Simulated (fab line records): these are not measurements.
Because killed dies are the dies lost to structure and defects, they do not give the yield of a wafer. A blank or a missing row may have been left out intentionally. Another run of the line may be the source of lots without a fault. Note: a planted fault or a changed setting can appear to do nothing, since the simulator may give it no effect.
Which tool was responsible? | flow sky130 | 12 lots, 36 wafers sampled, at 4 steps of a route of 708

== WHAT EACH GAUGE READ, for each wafer ==
SKY_VIA2_THK_MEAS_01.
lot  | measured     | on            | VIA2_HDPCVD_THK (nm)
L075 | day 35 04:02 | film-metro-03 | 1173 1165 1177
L077 | day 36 01:06 | film-metro-04 | 1172 1175 1170
L079 | day 37 01:29 | film-metro-03 | 1188 1160 1172
L082 | day 37 21:59 | film-metro-03 | 1185 1183 1200
L084 | day 38 19:17 | film-metro-01 | 1185 1197 1194
L085 | day 38 20:57 | film-metro-01 | 1193 1203 1204
L087 | day 39 06:59 | film-metro-03 | 1190 1171 1175
L089 | day 40 01:50 | film-metro-03 | 1170 1179 1186
L091 | day 40 10:37 | film-metro-01 | 1201 1175 1186
L093 | day 41 09:23 | film-metro-03 | 1182 1187 1166
L095 | day 41 12:29 | film-metro-03 | 1184 1174 1178
L097 | day 42 05:50 | film-metro-04 | 1176 1161 1175

== TOOL THAT RAN EACH LOT (tool first, then ch and the chambers of the sampled wafers, then the start) ==
lot  | SKY_METAL2_SPUTTER_00        | SKY_METAL2_DESCUM_17              | SKY_METAL2_ETCH_18
L075 | pvd-sputter-04, day 34 01:04 | rie-metal-02 ch 0,1, day 35 03:06 | rie-metal-02 ch 0,1, day 35 03:08
L077 | pvd-sputter-01, day 34 21:22 | rie-metal-03 ch 0,1, day 36 00:11 | rie-metal-03 ch 0,1, day 36 00:13
L079 | pvd-sputter-01, day 35 22:51 | rie-metal-02 ch 0,1, day 37 00:29 | rie-metal-02 ch 0,1, day 37 00:31
L082 | pvd-sputter-04, day 36 18:49 | rie-metal-02 ch 0,1, day 37 21:02 | rie-metal-02 ch 0,1, day 37 21:04
L084 | pvd-sputter-04, day 37 16:53 | rie-metal-03 ch 0,1, day 38 18:23 | rie-metal-03 ch 0,1, day 38 18:25
L085 | pvd-sputter-03, day 37 18:28 | rie-metal-01 ch 0,1, day 38 20:02 | rie-metal-01 ch 0,1, day 38 20:04
L087 | pvd-sputter-03, day 38 05:01 | rie-metal-01 ch 0,1, day 39 06:03 | rie-metal-01 ch 0,1, day 39 06:05
L089 | pvd-sputter-03, day 38 23:51 | rie-metal-01 ch 0, day 40 00:50   | rie-metal-01 ch 0, day 40 00:52
L091 | pvd-sputter-03, day 39 09:36 | rie-metal-03 ch 0,1, day 40 09:43 | rie-metal-03 ch 0,1, day 40 09:45
L093 | pvd-sputter-03, day 40 07:57 | rie-metal-01 ch 0,1, day 41 08:29 | rie-metal-01 ch 0,1, day 41 08:31
L095 | pvd-sputter-04, day 40 10:49 | rie-metal-02 ch 0,1, day 41 11:34 | rie-metal-02 ch 0,1, day 41 11:36
L097 | pvd-sputter-03, day 41 05:05 | rie-metal-02 ch 0,1, day 42 04:55 | rie-metal-02 ch 0,1, day 42 04:57
- SKY_METAL2_SPUTTER_00: material Ti, target thk 15 nm, time 10 s.
- SKY_METAL2_DESCUM_17: chemistry O2, time 8 s.
- SKY_METAL2_ETCH_18: etches BARC in N2/H2, stops on SiO2, time 45.9 s, target depth 60 nm.

== THE ANSWER, worked out from the rows above alone ==
Rule: the lots themselves supply what counts as usual. The widest of any qualifying gaps counts: lots, ordered by their means at a reading, are off when they make up no more than a third of the lots, leave a main group of 4 or more, and stand apart from it by 3 or more times the standard deviation of that group's means. The tables above print the reading to a certain number of digits; a main group whose means all agree to those digits is not used. A lot without any number at a reading at which 4 lots or more have one is off too. Any other lot the step has rows for is counted as sound.
No lot is off on any of the readings shown, so nothing can be concluded from this.

== WHAT WAS PUT IN BY THE SIMULATOR ==
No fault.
